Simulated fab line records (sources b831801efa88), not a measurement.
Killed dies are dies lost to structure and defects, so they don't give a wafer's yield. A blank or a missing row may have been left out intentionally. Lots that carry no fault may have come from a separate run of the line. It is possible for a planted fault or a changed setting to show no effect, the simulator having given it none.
Which tool was responsible?    flow gf180mcu    14 lots with 42 wafers sampled at 2 steps, on a route of 602 steps

WHAT THE GAUGES SHOWED, per wafer
GF_STI_THK_MEAS_02. Usual: STI_OXIDATION_THK typically reads 9.95 nm, with standard deviation 0.18.
lot   measured     on            STI_OXIDATION_THK (nm)  flag
L746  day 1 16:37  filmMetro-01  9.90 9.81 9.91          
L750  day 2 13:28  filmMetro-02  10.02 9.82 9.81         
L751  day 2 17:31  filmMetro-02  9.94 9.73 9.85          
L752  day 2 22:31  filmMetro-02  9.97 10.09 10.14        
L759  day 4 10:10  filmMetro-01  10.00 10.01 10.02       
L760  day 4 15:01  filmMetro-02  10.07 9.86 9.83         
L761  day 4 19:31  filmMetro-01  9.92 10.09 9.91         
L762  day 5 01:06  filmMetro-02  9.93 9.89 10.09         
L763  day 5 06:35  filmMetro-02  10.08 10.05 10.27       
L764  day 5 11:46  filmMetro-01  10.21 10.32 10.30       
L765  day 5 15:32  filmMetro-02  9.89 9.95 9.97          
L766  day 5 20:55  filmMetro-02  9.86 9.75 9.78          
L767  day 6 02:14  filmMetro-02  9.85 9.92 9.73          
L768  day 6 06:44  filmMetro-02  9.79 9.63 9.75          

GF_STI_THK_MEAS_22. Usual: STI_OXIDATION_01_THK typically reads 14.83 nm, with standard deviation 0.24.
lot   measured     on            STI_OXIDATION_01_THK (nm)  flag
L746  day 2 08:40  filmMetro-01  15.03 15.11 15.22          
L750  day 3 06:58  filmMetro-01  14.51 14.65 14.46          
L751  day 3 10:52  filmMetro-02  15.06 15.07 14.90          
L752  day 3 14:59  filmMetro-01  14.60 14.75 14.55          
L759  day 5 04:26  filmMetro-01  14.99 14.85 14.77          
L760  day 5 10:21  filmMetro-01  14.94 14.98 14.95          
L761  day 5 13:35  filmMetro-04  14.69 14.36 14.62          
L762  day 5 19:31  filmMetro-01  14.74 14.97 14.77          
L763  day 6 00:49  filmMetro-04  14.79 14.79 14.81          
L764  day 6 05:20  filmMetro-04  14.24 14.51 14.49          
L765  day 6 10:31  filmMetro-01  14.90 14.82 15.18          
L766  day 6 17:20  filmMetro-01  14.88 14.82 14.95          
L767  day 6 22:07  filmMetro-01  15.28 15.16 15.23          
L768  day 7 03:23  filmMetro-04  15.06 15.15 15.12          

WHICH TOOL RAN EACH LOT (tool, then ch and the chambers of the sampled wafers, then the start)
Before these readings, the record contains no process step.

WHAT THE TOOLS THEMSELVES READ (means of the sampled wafers that have a number; where no wafer has one, the mark that the record gives instead)
The record holds no such reading with a usual standard deviation.

THE ANSWER, worked out from the rows above alone
Rule: a lot counts as off when the mean over its wafers that have a number is more than 3 standard deviations away from the usual mean. Also off: a lot with no number at a reading for which 4 or more lots have one. Any other lot the step has rows for is counted as sound. After the gauges, taken in route order, come the tools' own readings; for these a lot's mean is taken, as printed above. At the first step where some lot is off, the reading lying furthest off is the one used; lots without a number count as furthest.
No lot is off at any reading shown: from this, nothing can be told.

WHAT HAD BEEN PUT IN BY THE SIMULATOR
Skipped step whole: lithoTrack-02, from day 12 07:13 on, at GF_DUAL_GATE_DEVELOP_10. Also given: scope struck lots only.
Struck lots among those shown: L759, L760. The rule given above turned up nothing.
